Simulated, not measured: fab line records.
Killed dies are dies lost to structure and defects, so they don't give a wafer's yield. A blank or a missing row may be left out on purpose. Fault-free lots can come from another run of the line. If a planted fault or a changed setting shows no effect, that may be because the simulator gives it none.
Code-filled problem report in 8D (eight disciplines) form :: flow sky130 :: the parts of the form that need people (team, actions taken, sign-off) are left out

1. PROBLEM STATEMENT
CAPM_CVD_00_THK at SKY_CAPM_THK_MEAS_01 reads a mean of 9.36 nm on 1 wafer of 1 lot; wafers without a fault read 15.57 nm with a standard deviation of 0.24. Measured from the usual mean, that is -26 standard deviations.
First seen on wafer L331.4, day 39 17:02, on filmMetro-01. The record holds 33 wafers of 11 lots with a number at this step. Rule for "out", or "out of limits": more than 4 standard deviations from the usual mean. The rest of the wafers with a number are treated as sound.

2. WHAT IT IS AND WHAT IT IS NOT
question: which readings at this step
is: CAPM_CVD_00_THK
is not: -

question: which lots
is: L331
is not: L318, L321, L323, L324, L325, L336, L337, L338, L339, L340

question: which wafers of those lots
is: L331.4
is not: L331.3, L331.5

question: read on which gauges
is: filmMetro-01
is not: filmMetro-02, filmMetro-04

question: when
is: from day 39 17:02
is not: up to then (17 sound wafers); but 15 sound wafers of L336, L337, L338, L339, L340 came after

3. WHAT RULES OUT EACH SUSPECT
Counting: a tool at a process step up to the reading stays a suspect if it ran every lot that is out. Sound lots after the first of them don't rule it out here, since some wafers of a struck lot are sound.
- the gauge at SKY_CAPM_THK_MEAS_01 has been ruled out. All the wafers that are out were read on filmMetro-01, but those of them that SKY_METAL3_ETCH_17 has rows for are out there too, on other tools.
- plasmaAsher-01 at SKY_RES_PROTECT_STRIP_07 (strips in O2/N2): kept. It ran the lot that is out, L331 (day 18 21:44); its last sound lot up to then is L321 (day 15 16:36).
- pecvd-02 at SKY_CAPM_CVD_00 (deposits SiO2, target thk 15.5 nm): kept. It ran the lot that is out, L331 (day 39 17:00); its last sound lot up to then is L325 (day 38 03:59).
- At SKY_RES_PROTECT_STRIP_07 on plasmaAsher-01, chamber 0 took the sound wafers of the same lots and chamber 1 took the wafers that are out.
- At SKY_CAPM_CVD_00 on pecvd-02, chamber 1 took the sound wafers of the same lots and chamber 0 took the wafers that are out.
Left after counting: plasmaAsher-01 at SKY_RES_PROTECT_STRIP_07, pecvd-02 at SKY_CAPM_CVD_00.

4. THE CAUSE (what the simulator had put in)
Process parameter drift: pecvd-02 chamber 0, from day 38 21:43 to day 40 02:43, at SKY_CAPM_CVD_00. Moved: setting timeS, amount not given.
After counting, 2 suspects remain, this tool included.

5. THE CHAIN OF EFFECTS, in route order
Rows list readings where the struck wafers' mean (over those with a number) sits beyond 3 standard deviations from the usual. Readings are gone through only where the record gives a usual standard deviation; hours: the median, over the lots, of the time from a lot's start at the first step in this table giving one to that lot's start at this step; sigmas: the change measured in usual standard deviations.
hours: 0
step: SKY_CAPM_THK_MEAS_01
reading: CAPM_CVD_00_THK
usual: 15.57 nm
on struck wafers: 9.36
change: -6.21
sigmas: -26

hours: 53
step: SKY_METAL3_ETCH_17
reading: oesProductAu
usual: 0.756 a.u.
on struck wafers: 0.605
change: -0.151
sigmas: -20
Its process steps:
- SKY_METAL3_ETCH_17: etches SiO2 in C4F8/O2/Ar, stops on TiN, time 3.9 s, target depth 15 nm.

6. HOW IT WOULD HAVE BEEN CAUGHT EARLIER
The first out-of-limits reading at a measuring or inspecting step in this record came at day 39 17:02, 19 hours after the fault's start at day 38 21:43.
An alarm limit of 4 standard deviations would not have fired on the tool readings at SKY_CAPM_CVD_00 for which the record gives a usual standard deviation, since none of them was out on any struck wafer.
Lots out: 1; all had begun SKY_CAPM_CVD_00 on pecvd-02 by day 39 17:02. Had the tool been put on hold then, not one of them would have been saved.
